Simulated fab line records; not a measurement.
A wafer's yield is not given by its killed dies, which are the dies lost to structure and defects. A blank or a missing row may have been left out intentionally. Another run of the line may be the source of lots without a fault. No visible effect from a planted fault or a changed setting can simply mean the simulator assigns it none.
Which tool did it? :: flow sky130 :: 42 wafers from 14 lots sampled at 5 of the route's 708 steps

## WHAT THE GAUGES READ, wafer by wafer
SKY_POLY_GATE_CD_MEAS_22.
lot: L405
measured: day 16 10:01
on: cdSem-02
cdNm (nm): 142.5 153.1 148.3

lot: L406
measured: day 17 01:51
on: cdSem-01
cdNm (nm): 149.6 143.2 150.0

lot: L408
measured: day 17 01:51
on: cdSem-02
cdNm (nm): 149.5 145.8 149.0

lot: L410
measured: day 17 15:58
on: cdSem-01
cdNm (nm): 148.4 150.6 149.0

lot: L412
measured: day 19 02:20
on: cdSem-01
cdNm (nm): 149.0 145.4 146.0

lot: L414
measured: day 19 15:30
on: cdSem-02
cdNm (nm): 149.1 147.4 149.8

lot: L417
measured: day 21 07:17
on: cdSem-01
cdNm (nm): 150.4 150.3 151.6

lot: L418
measured: day 21 08:20
on: cdSem-01
cdNm (nm): 148.3 149.0 148.0

lot: L420
measured: day 22 02:23
on: cdSem-02
cdNm (nm): 154.0 153.7 151.2

lot: L422
measured: day 22 15:29
on: cdSem-02
cdNm (nm): 155.8 155.4 152.4

lot: L424
measured: day 23 07:49
on: cdSem-01
cdNm (nm): 153.0 148.1 151.6

lot: L426
measured: day 24 06:24
on: cdSem-02
cdNm (nm): 150.9 150.7 145.3

lot: L427
measured: day 24 15:04
on: cdSem-01
cdNm (nm): 149.3 147.6 148.1

lot: L428
measured: day 24 22:07
on: cdSem-02
cdNm (nm): 154.2 148.0 149.9

SKY_LDD_P_CD_MEAS_07: the cd target is 380 nm.
lot: L405
measured: day 19 01:28
on: cdSem-02
cdNm (nm): 377.7 377.8 377.8

lot: L406
measured: day 19 15:55
on: cdSem-02
cdNm (nm): 383.2 383.5 382.8

lot: L408
measured: day 19 15:26
on: cdSem-01
cdNm (nm): 383.3 383.9 383.3

lot: L410
measured: day 20 07:35
on: cdSem-01
cdNm (nm): 374.9 377.3 376.3

lot: L412
measured: day 21 18:25
on: cdSem-02
cdNm (nm): 380.8 379.5 378.2

lot: L414
measured: day 22 06:35
on: cdSem-02
cdNm (nm): 379.9 382.6 381.3

lot: L417
measured: day 23 22:44
on: cdSem-02
cdNm (nm): 381.3 383.1 382.5

lot: L418
measured: day 23 23:10
on: cdSem-02
cdNm (nm): 379.1 376.9 380.1

lot: L420
measured: day 24 16:47
on: cdSem-02
cdNm (nm): 384.1 382.8 382.5

lot: L422
measured: day 25 06:38
on: cdSem-02
cdNm (nm): 383.5 385.3 385.3

lot: L424
measured: day 25 22:14
on: cdSem-02
cdNm (nm): 381.8 378.9 380.9

lot: L426
measured: day 26 18:55
on: cdSem-02
cdNm (nm): 383.1 383.1 385.8

lot: L427
measured: day 27 01:37
on: cdSem-02
cdNm (nm): 378.1 377.3 377.5

lot: L428
measured: day 27 09:14
on: cdSem-01
cdNm (nm): 384.4 383.5 383.7

SKY_LDD_HVN_TW_MEAS_10.
lot: L405
measured: day 20 09:40
on: filmMetro-03
LDD_HVN_TW: 1467 1459 1464

lot: L406
measured: day 20 23:29
on: filmMetro-02
LDD_HVN_TW: 1440 1445 1449

lot: L408
measured: day 20 23:28
on: filmMetro-03
LDD_HVN_TW: 1457 1459 1464

lot: L410
measured: day 21 14:44
on: filmMetro-03
LDD_HVN_TW: 1471 1473 1466

lot: L412
measured: day 23 02:25
on: filmMetro-02
LDD_HVN_TW: 1436 1431 1435

lot: L414
measured: day 23 14:19
on: filmMetro-04
LDD_HVN_TW: 1438 1431 1444

lot: L417
measured: day 25 05:58
on: filmMetro-02
LDD_HVN_TW: 1449 1442 1443

lot: L418
measured: day 25 07:15
on: filmMetro-04
LDD_HVN_TW: 1450 1442 1450

lot: L420
measured: day 25 23:04
on: filmMetro-04
LDD_HVN_TW: 1450 1451 1451

lot: L422
measured: day 26 11:27
on: filmMetro-02
LDD_HVN_TW: 1444 1442 1439

lot: L424
measured: day 27 03:29
on: filmMetro-03
LDD_HVN_TW: 1472 1466 1465

lot: L426
measured: day 27 22:43
on: filmMetro-03
LDD_HVN_TW: 1467 1466 1468

lot: L427
measured: day 28 06:04
on: filmMetro-03
LDD_HVN_TW: 1467 1470 1464

lot: L428
measured: day 28 13:24
on: filmMetro-04
LDD_HVN_TW: 1441 1434 1433

SKY_SD_P_CD_MEAS_07: the cd target is 380 nm.
lot: L405
measured: day 25 15:46
on: cdSem-02
cdNm (nm): 383.8 385.7 382.8

lot: L406
measured: day 26 05:56
on: cdSem-01
cdNm (nm): 374.6 379.0 379.4

lot: L408
measured: day 26 04:24
on: cdSem-02
cdNm (nm): 380.3 376.1 377.4

lot: L410
measured: day 26 19:21
on: cdSem-02
cdNm (nm): 379.0 378.4 377.5

lot: L412
measured: day 28 04:26
on: cdSem-02
cdNm (nm): 384.2 381.2 384.0

lot: L414
measured: day 28 13:26
on: cdSem-01
cdNm (nm): 378.5 379.6 376.9

lot: L417
measured: day 30 01:05
on: cdSem-02
cdNm (nm): 381.0 381.7 382.0

lot: L418
measured: day 30 01:59
on: cdSem-02
cdNm (nm): 380.0 379.6 377.9

lot: L420
measured: day 30 12:56
on: cdSem-02
cdNm (nm): 379.8 379.2 380.3

lot: L422
measured: day 31 03:49
on: cdSem-02
cdNm (nm): 373.6 376.3 375.3

lot: L424
measured: day 31 15:43
on: cdSem-02
cdNm (nm): 386.1 387.8 386.1

lot: L426
measured: day 32 10:19
on: cdSem-01
cdNm (nm): 384.3 385.8 385.1

lot: L427
measured: day 32 18:20
on: cdSem-01
cdNm (nm): 378.1 379.5 378.0

lot: L428
measured: day 33 07:13
on: cdSem-01
cdNm (nm): 377.1 377.0 379.8

## TOOL THAT RAN EACH LOT (tool first, then ch and the chambers of the sampled wafers, then the start)
lot: L405
SKY_SD_P_DEVELOP_06: lithoTrack-02 ch 0, day 25 15:37

lot: L406
SKY_SD_P_DEVELOP_06: lithoTrack-02 ch 0, day 26 05:47

lot: L408
SKY_SD_P_DEVELOP_06: lithoTrack-03 ch 0, day 26 04:15

lot: L410
SKY_SD_P_DEVELOP_06: lithoTrack-03 ch 0, day 26 19:12

lot: L412
SKY_SD_P_DEVELOP_06: lithoTrack-04 ch 0, day 28 04:17

lot: L414
SKY_SD_P_DEVELOP_06: lithoTrack-03 ch 0, day 28 13:18

lot: L417
SKY_SD_P_DEVELOP_06: lithoTrack-02 ch 0, day 30 00:56

lot: L418
SKY_SD_P_DEVELOP_06: lithoTrack-02 ch 0, day 30 01:50

lot: L420
SKY_SD_P_DEVELOP_06: lithoTrack-04 ch 0, day 30 12:47

lot: L422
SKY_SD_P_DEVELOP_06: lithoTrack-02 ch 0, day 31 03:40

lot: L424
SKY_SD_P_DEVELOP_06: lithoTrack-04 ch 0, day 31 15:34

lot: L426
SKY_SD_P_DEVELOP_06: lithoTrack-04 ch 0, day 32 10:10

lot: L427
SKY_SD_P_DEVELOP_06: lithoTrack-02 ch 0, day 32 18:11

lot: L428
SKY_SD_P_DEVELOP_06: lithoTrack-02 ch 0, day 33 07:04
- SKY_SD_P_DEVELOP_06: develop time 60 s.

## AS READ BY THE TOOLS THEMSELVES (means over the sampled wafers that have a number; for cases with no such wafer, the mark the record gives instead)
SKY_SD_P_DEVELOP_06.
lot: L405
tool: lithoTrack-02
developerTempC (C): 22.98
exhaustPa (Pa): 44.3

lot: L406
tool: lithoTrack-02
developerTempC (C): 23.00
exhaustPa (Pa): 47.0

lot: L408
tool: lithoTrack-03
developerTempC (C): 23.06
exhaustPa (Pa): 45.1

lot: L410
tool: lithoTrack-03
developerTempC (C): 22.92
exhaustPa (Pa): 44.5

lot: L412
tool: lithoTrack-04
developerTempC (C): 23.04
exhaustPa (Pa): 45.2

lot: L414
tool: lithoTrack-03
developerTempC (C): 23.06
exhaustPa (Pa): 45.5

lot: L417
tool: lithoTrack-02
developerTempC (C): 22.97
exhaustPa (Pa): 45.2

lot: L418
tool: lithoTrack-02
developerTempC (C): 22.96
exhaustPa (Pa): 44.9

lot: L420
tool: lithoTrack-04
developerTempC (C): 23.00
exhaustPa (Pa): 44.7

lot: L422
tool: lithoTrack-02
developerTempC (C): 23.01
exhaustPa (Pa): 45.5

lot: L424
tool: lithoTrack-04
developerTempC (C): 20.79
exhaustPa (Pa): 45.9

lot: L426
tool: lithoTrack-04
developerTempC (C): 20.77
exhaustPa (Pa): 45.1

lot: L427
tool: lithoTrack-02
developerTempC (C): 23.00
exhaustPa (Pa): 44.5

lot: L428
tool: lithoTrack-02
developerTempC (C): 23.06
exhaustPa (Pa): 45.3

## THE ANSWER, worked out from the rows above alone
Rule: the usual values come from the lots themselves. The widest of any qualifying gaps counts: lots, ordered by their means at a reading, are off when they make up no more than a third of the lots, leave a main group of 4 or more, and stand apart from it by 3 or more times the standard deviation of that group's means. If all means in a main group match to the digits the tables above print for the reading, that group is not used. A lot without any number at a reading at which 4 lots or more have one is off too. All remaining lots with rows at the step are treated as sound. After the gauges, taken in route order, come the tools' own readings; for these a lot's mean is taken, as printed above. At the first step where some lot is off, the reading lying furthest off is the one used; lots without a number count as furthest.
Off: L424, L426 (SKY_SD_P_DEVELOP_06, developerTempC). The main group has a mean of 23.00 C with a standard deviation of 0.042.
If a tool, at that step or one of the process steps before it, ran each lot that is off and ran no sound lot following the first of them, it fits. One candidate fits, namely lithoTrack-04 at SKY_SD_P_DEVELOP_06. A fault onset in the window from L420 (day 30 12:47, its last sound lot) to L424 (day 31 15:34, its first lot off) fits.
On the lots that are off, the tool's own readings at SKY_SD_P_DEVELOP_06 differ by more than 5 times the standard deviation of the sound lots' means, which bears it out; developerTempC reads 20.78 C there versus 23.00 C on the sound lots.

## WHAT THE SIMULATOR PUT IN
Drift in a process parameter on lithoTrack-04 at SKY_SD_P_DEVELOP_06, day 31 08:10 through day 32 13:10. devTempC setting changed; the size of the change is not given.
Lots struck among those shown: L424, L426. The rule above reached the same finding.
